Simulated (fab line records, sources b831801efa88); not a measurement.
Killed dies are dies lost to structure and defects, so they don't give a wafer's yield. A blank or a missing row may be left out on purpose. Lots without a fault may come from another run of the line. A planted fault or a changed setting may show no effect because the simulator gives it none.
Problem report in the 8D (eight disciplines) form, filled by code | flow gf180mcu | the parts of the form that need people (team, actions taken, sign-off) are left out

1. THE PROBLEM
cathode_dc_power_W at GF_M2_SPUTTER_00 reads a mean of 3358.6 W on 6 wafers of 2 lots; wafers without a fault read 4000.1 W with a standard deviation of 0.74. That is -99 or more standard deviations from the usual mean.
The step: material Ti, target thk 37.5 nm, time 150 s.
First seen on wafer L972.1, day 21 06:34, on pvd_sputter-04. The record holds 39 wafers of 13 lots with a number at this step. Rule for "out", or "out of limits": more than 4 standard deviations from the usual mean. The other wafers with a number count as sound.

2. WHAT IT IS AND WHAT IT IS NOT
question                    | is                     | is not
which readings at this step | cathode_dc_power_W     | throttle_valve_pct
which lots                  | L972, L973             | L966, L976, L977, L978, L979, L980, L982, L983, L984, L986, L987
which wafers of those lots  | all that have a number | -
read on which tools         | pvd_sputter-04         | pvd_sputter-01, pvd_sputter-03
when                        | from day 21 06:34      | up to then (3 sound wafers); but 30 sound wafers of L976, L977, L978, L979, L980, L982, L983, L984, L986, L987 came after

3. SUSPECTS, AND WHAT RULES EACH OUT
Counting: a tool at a process step up to the reading stays a suspect if it ran every lot that is out and no sound lot after the first of them.
- cmp-02 at GF_V1_CMP_26 (polishes, stops on SiO2, t overpolish 15 s, target thk 0 nm): ruled out as a lasting fault. Sound lots L976, L979, L984, L986, L987 ran on it after its first lot that is out, L972 (day 21 06:22).
- pvd_sputter-04 at GF_M2_SPUTTER_00 (material Ti, target thk 37.5 nm, time 150 s): ruled out as a lasting fault. Sound lots L979, L980, L982, L984 ran on it after its first lot that is out, L972 (day 21 06:34).
Left after counting: nothing in the record.

4. THE CAUSE (what the simulator had put in)
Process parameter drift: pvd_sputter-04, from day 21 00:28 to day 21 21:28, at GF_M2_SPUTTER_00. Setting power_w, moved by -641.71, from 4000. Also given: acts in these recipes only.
Counting ruled it out, wrongly.

5. THE CHAIN OF EFFECTS, in route order
Each row: a reading whose mean over the struck wafers that have a number lies more than 3 standard deviations from the usual. Only readings for which the record gives a usual standard deviation are gone through. hours: the time from each lot's start at the first step in this table that gives one to its start at this step, as a median over the lots. sigmas: the change in usual standard deviations.
hours | step             | reading            | usual    | on struck wafers | change | sigmas
0     | GF_M2_SPUTTER_00 | cathode_dc_power_W | 4000.1 W | 3358.6           | -641.5 | -99 or more
The process steps in it:
- GF_M2_SPUTTER_00: material Ti, target thk 37.5 nm, time 150 s.
Later measuring or inspecting steps at which every struck wafer that the step has a row for has a number for every such reading, and none has moved that far: GF_M2_THK_MEAS_06.

6. WHAT WOULD HAVE CAUGHT IT SOONER
In this record the first reading out of limits was taken at day 21 06:34, 6 hours after the fault began at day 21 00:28.
